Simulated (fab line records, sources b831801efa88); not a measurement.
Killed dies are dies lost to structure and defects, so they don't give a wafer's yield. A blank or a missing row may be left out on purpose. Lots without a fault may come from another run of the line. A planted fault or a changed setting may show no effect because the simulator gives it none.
Which tool did it? | flow sfq_line | 7 lots, 21 wafers sampled, at 6 steps of a route of 325

WHAT THE GAUGES READ, wafer by wafer
SFQ_I1_OVL_MEAS_913.
lot  | measured     | on         | I1_OVL (nm)
L149 | day 19 10:31 | overlay-01 | -5 -5 11
L154 | day 22 01:26 | overlay-02 | -12 -3 -4
L157 | day 23 18:14 | overlay-02 | -2 1 -1
L159 | day 24 09:49 | overlay-01 | - - -
L161 | day 24 21:49 | overlay-02 | 1 5 5
L167 | day 27 05:29 | overlay-02 | 8 6 1
L169 | day 33 21:36 | overlay-01 | 11 10 12

WHICH TOOL RAN EACH LOT (tool, then ch and the chambers of the sampled wafers, then the start)
lot  | SFQ_TRILAYER_L0_BARC_OPEN_METAL_ETCH_010 | SFQ_TRILAYER_L0_ETCH_METAL_ETCH_008 | SFQ_TRILAYER_L0_VIA_LITHO_EXPOSE_014 | SFQ_TRILAYER_L0_VIA_ETCH_VIA_ETCH_016 | SFQ_TRILAYER_I0_DEP_PECVD_027
L149 | rie_metal-04 ch 0,1, day 2 22:50         | rie_metal-04 ch 0,1, day 2 22:53    | krf_scanner-02 ch 0, day 5 16:47     | rie_diel-03 ch 0,2, day 5 17:57       | pecvd-04 ch 0,1,2, day 9 04:34
L154 | rie_metal-03 ch 0,1, day 4 04:25         | rie_metal-03 ch 0,1, day 4 04:28    | krf_scanner-02 ch 0, day 7 06:01     | rie_diel-03 ch 0,1,2, day 7 06:59     | pecvd-03 ch 0,1,2, day 11 00:32
L157 | rie_metal-03 ch 0,1, day 4 21:19         | rie_metal-03 ch 0,1, day 4 21:22    | krf_scanner-02 ch 0, day 7 23:49     | rie_diel-03 ch 0,1,3, day 8 00:59     | pecvd-04 ch 0,1,2, day 11 19:43
L159 | rie_metal-01 ch 0,1, day 5 03:17         | rie_metal-01 ch 0,1, day 5 03:21    | krf_scanner-02, day 8 10:25          | rie_diel-03 ch 1,2,3, day 8 11:47     | pecvd-01 ch 1,2, day 12 08:54
L161 | rie_metal-01 ch 0,1, day 5 15:17         | rie_metal-01 ch 0,1, day 5 15:21    | krf_scanner-02 ch 0, day 8 22:13     | rie_diel-01 ch 0,1,3, day 8 23:47     | pecvd-04 ch 0,1,2, day 12 23:18
L167 | rie_metal-03 ch 0,1, day 6 20:52         | rie_metal-03 ch 0,1, day 6 20:55    | krf_scanner-02 ch 0, day 10 11:37    | rie_diel-03 ch 0,1,2, day 10 12:47    | pecvd-03 ch 0,2, day 14 12:47
L169 | rie_metal-01 ch 0,1, day 7 07:38         | rie_metal-01 ch 0,1, day 7 07:43    | krf_scanner-02 ch 0, day 10 23:13    | rie_diel-01 ch 1,2, day 11 00:47      | pecvd-01 ch 0,1,2, day 15 05:26
- SFQ_TRILAYER_L0_BARC_OPEN_METAL_ETCH_010: etches BARC in O2, target depth 125 nm, time 41.7 s.
- SFQ_TRILAYER_L0_ETCH_METAL_ETCH_008: etches MoNx KI in SF6/O2, stops on SiO2, target depth 50 nm, time 25 s.
- SFQ_TRILAYER_L0_VIA_LITHO_EXPOSE_014: exposes mask L0V, target cd 700 nm.
- SFQ_TRILAYER_L0_VIA_ETCH_VIA_ETCH_016: etches SiO2 in CHF3, stops on MoNx KI, target depth 80 nm.
- SFQ_TRILAYER_I0_DEP_PECVD_027: deposits SiO2 from SiH4/N2O, time 111.11 s, target thk 500 nm.

THE ANSWER, worked out from the rows above alone
Rule: what is usual is taken from the lots themselves. Put in order of their means at a reading, lots are off if they are a third of the lots or fewer, leave a main group of 4 or more, and stand apart from it by a gap of 3 or more times the standard deviation of the main group's means; of several such gaps the widest counts. A main group whose means are all the same, to the digits that the tables above print for the reading, isn't used. A lot without any number at a reading at which 4 lots or more have one is off too. The other lots that the step has rows for count as sound.
Off: L159, at SFQ_I1_OVL_MEAS_913 (I1_OVL). Without a number there: L159. The main group: mean 2 nm, standard deviation 5.4.
A tool fits if, at a process step before that reading, it ran every lot that is off, and no sound lot after the first of them. The gauges at SFQ_I1_OVL_MEAS_913 are tried like those tools. None of those tried fits.

WHAT THE SIMULATOR HAD PUT IN
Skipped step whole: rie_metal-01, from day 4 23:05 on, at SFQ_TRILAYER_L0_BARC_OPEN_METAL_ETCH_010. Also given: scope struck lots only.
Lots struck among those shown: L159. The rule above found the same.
